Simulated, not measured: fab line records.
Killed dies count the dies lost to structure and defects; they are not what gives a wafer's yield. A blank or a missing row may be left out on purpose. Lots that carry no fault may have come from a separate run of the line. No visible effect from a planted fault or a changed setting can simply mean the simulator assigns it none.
Struck lot and sound lot, side by side	flow sky130	15 out of 708 route steps
Sound: these wafers, L715.1, L715.2, L715.3. Struck: wafer L726.2. (L726.1 of the same lot was not struck and is left out.) The cause comes at the end.
Order at every step that has rows: each side's tool, ch and its chambers, its first start. Under that, the readings that differ: sound wafers	struck wafers	difference of the means	sigmas: that difference in standard deviations of wafers without a fault.
alike: readings whose means differ by less than 2 such deviations, and words and numbers that are the same on both sides. not compared: withheld readings, readings that some wafer has no value for, bounds like >300 that may hide the same value, and numbers for which the record gives no deviation and whose values overlap.
Wherever a step has rows on one side only, a row that says differs or no value, or a row with sigmas, the two part there. Numbers that don't overlap but have no deviation are shown without sigmas and don't part them. Lack of a reading on every wafer of one side parts them only where that side has two or more wafers.

SKY_VIA3_CD_MEAS_12: target cd 200 nm.
  struck on cd-sem-02, day 43 00:37; sound on cd-sem-01, day 39 17:01
reading	sound	struck	difference	sigmas
cd-nm (nm)	203.0 202.8 202.7	198.4	-4.4	-3
SKY_VIA3_OVL_MEAS_13:
  struck on overlay-02, day 43 00:44; sound on overlay-02, day 39 17:08
  alike: VIA3_OVL
SKY_VIA3_ETCH_14: etches BARC in N2/H2, stops on SiO2, time 45.9 s, target depth 60 nm.
  sound on rie-diel-01 ch 0,1,3, day 39 17:10; struck on rie-diel-04 ch 2, day 43 00:46
  alike: drypump-motor-current-A, oes-product-au, throttle-valve-pct
  not compared: rf-hours-counter-h
SKY_VIA3_ETCH_15: etches SiO2 in C4F8/O2/Ar, stops on TiN, target depth 507 nm, time 78 s.
  sound on rie-diel-01 ch 0,1,3, day 39 17:13; struck on rie-diel-04 ch 2, day 43 00:49
  alike: oes-product-au
  not compared: rf-hours-counter-h
then, 4 steps without rows for these wafers: SKY_VIA3_STRIP_16 (strips in O2/N2); SKY_VIA3_STRIP_17 (strips in post etch residue remover, time 1200 s); SKY_VIA3_CLEAN_18 (cleans in IPA, time 180 s); SKY_VIA3_CLEAN_19 (cleans in O3/DIW).
SKY_VIA3_SPUTTER_20: material TiN, target thk 20 nm, time 80 s.
  struck on pvd-sputter-01, day 43 01:30; sound on pvd-sputter-04, day 39 17:52
reading	sound	struck	difference	sigmas
throttle-valve-pct (%)	30.7 30.2 29.8	32.1	+1.9	+2
SKY_VIA3_CVD_21: deposits W, target thk 390 nm, time 117.31 s.
  sound on cvd-w-01 ch 0,1, day 39 17:56; struck on cvd-w-02 ch 0, day 43 01:34
  alike: heater-power-w
SKY_VIA3_RS_MEAS_22: a four-point-probe measurement.
  struck on film-metro-01, day 43 01:41; sound on film-metro-04, day 39 18:03
  alike: VIA3_W_RS
SKY_VIA3_THK_MEAS_23: measures by xrf.
  struck on film-metro-01, day 43 01:48; sound on film-metro-04, day 39 18:10
  alike: VIA3_W_THK
SKY_VIA3_CMP_24: polishes, stops on SiO2, t overpolish 20 s, target thk 0 nm.
  sound on cmp-02 ch 0,2,3, day 39 18:17; struck on cmp-01 ch 3, day 43 01:52
reading	sound	struck	difference	sigmas
overpolish-run-s (s)	20.001 20.009 20.024	0.041	-19.970	-99 or more
time-to-endpoint-s (s)	94 87 95	148	+56	+16
  alike: motor-current-A
SKY_METAL4_SPUTTER_00: material Ti, target thk 15 nm, time 10 s.
  the record has rows for the sound wafers here (pvd-sputter-04, day 39 18:32) and none for the struck ones
-- the record jumps here: 6 days lie between the struck wafers' starts before and after (it left off in module METAL4 and takes up again in module PAD_OPEN, whose first step shown is number 708 of the route) --
SKY_PAD_OPEN_PROBE_99:
  struck on prober-01, day 48 16:49; sound on prober-02, day 45 21:56
reading	sound	struck	difference	sigmas
defect-limited-yield (%)	79.5 80.9 81.9	0	-81	-40
killed_at_M0_to_M3	55 53 52	463	+410	+59
killed-at-front-end	19 19 19	9	-10	-2
killed-dies	101 94 89	492	+397	+41
killed-on-rim	22 13 18	96	+78	+19
sort_bin_3_pad_short (%)	0.6 0.8 1.0	85.6	+84.8	+99 or more
sort-n-pass	391 398 403	0	-397	-41
sort-yield-pct (%)	79.5 80.9 81.9	0	-81	-40
  alike: killed_at_M4_up, killed-at-contacts, killed-at-other, killed-open, killed-short, sort_bin_5_function, sort_bin_6_memory

WHERE THEY PART
First at SKY_VIA3_CD_MEAS_12; last, within this record, at SKY_PAD_OPEN_PROBE_99.

WHY: the cause the simulator had injected
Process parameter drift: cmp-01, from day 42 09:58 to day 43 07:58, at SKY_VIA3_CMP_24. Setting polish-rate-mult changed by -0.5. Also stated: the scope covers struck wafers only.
